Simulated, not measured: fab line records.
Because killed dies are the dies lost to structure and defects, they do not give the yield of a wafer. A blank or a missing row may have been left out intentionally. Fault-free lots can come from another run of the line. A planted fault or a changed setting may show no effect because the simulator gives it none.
Split-lot experiment	flow sky130	on a route of 708 steps: 5 lots, 23 wafers read

== THE SPLIT ITSELF ==
At SKY_VT_ADJUST_HVTR_DEVELOP_06 (develop time 60 s), the setting dev-temp-c was moved away from the recipe's 23 C on 6 of the 23 wafers read, by -16.1% to +14.9%. This setting was run at the recipe's value on the other wafers.

No step appears in the file between the split and the reading.

== THE READING ==
cd-nm at SKY_VT_ADJUST_HVTR_CD_MEAS_07, given in nm (cd target 380 nm). On this fab line, fault-free wafers typically give 380.7 nm with a standard deviation of 2 nm.

wafer	tool, chamber at the split	dev-temp-c as run, C	against the recipe	cd-nm, nm	against lot-mates on the recipe
L078.2	litho-track-04, 0	23	recipe	380.1	-
L078.3	litho-track-04, 0	23	recipe	380.0	-
L078.6	litho-track-04, 0	23	recipe	381.8	-
L079.1	litho-track-01, 0	23	recipe	382.6	-
L079.2	litho-track-01, 0	23	recipe	382.1	-
L079.4	litho-track-01, 0	23	recipe	381.6	-
L079.5	litho-track-01, 0	23	recipe	379.5	-
L079.6	litho-track-01, 0	23	recipe	380.9	-
L080.1	litho-track-02, 0	23	recipe	378.9	-
L080.2	litho-track-02, 0	26.42	+14.9%	369.6	-9.6
L080.4	litho-track-02, 0	23	recipe	380.3	-
L080.5	litho-track-02, 0	26.42	+14.9%	369.1	-10.1
L080.6	litho-track-02, 0	23	recipe	378.5	-
L081.1	litho-track-01, 0	23	recipe	382.9	-
L081.2	litho-track-01, 0	26.05	+13.3%	373.1	-10.3
L081.3	litho-track-01, 0	23	recipe	384.3	-
L081.4	litho-track-01, 0	23	recipe	383.1	-
L081.5	litho-track-01, 0	26.05	+13.3%	373.2	-10.2
L085.1	litho-track-02, 0	23	recipe	381.2	-
L085.2	litho-track-02, 0	19.3	-16.1%	390.9	+10.2
L085.3	litho-track-02, 0	23	recipe	381.4	-
L085.4	litho-track-02, 0	23	recipe	379.6	-
L085.5	litho-track-02, 0	19.3	-16.1%	389.1	+8.4

THE FIT
A straight line over all 23 wafers: cd-nm changes by -0.641 nm for each +1% of dev-temp-c; r = -0.95; the points scatter about the line by 1.6 nm.
The same after taking each lot's own level away (the mean of its wafers on the recipe; 23 wafers): -0.655 nm for each +1%; r = -0.98; scatter 1 nm.
On that fit, the largest move of dev-temp-c shifts the reading by 11 nm.
From 379.23 to 383.43 nm: that is the span of the lots' own levels, equal to 2.1 times the standard deviation above.
The two slopes are in agreement: the lot-to-lot level therefore moves the slope only a little.
Check: +10.3 nm against its lot-mates is what the line predicts for one of the wafers moved furthest among these (-16.1%) when that wafer is left out of the fit. Against them it came out at +10.2 nm.

== FURTHER SPLITS ON THESE WAFERS ==
Note: prior to the reading, these wafers also went through further splits. Each is held against what the fit with the lots' levels taken away leaves over:
other split on the same wafers	wafers away from the commonest value	r with cd-nm (lot level and that fit taken away)
SKY_VT_ADJUST_NCORE_EXPOSE_04 dose-mj	9	+0.08

== THE FILE'S OWN FIT ==
cd-nm changes by -0.66 nm for each +1% of dev-temp-c, r = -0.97.
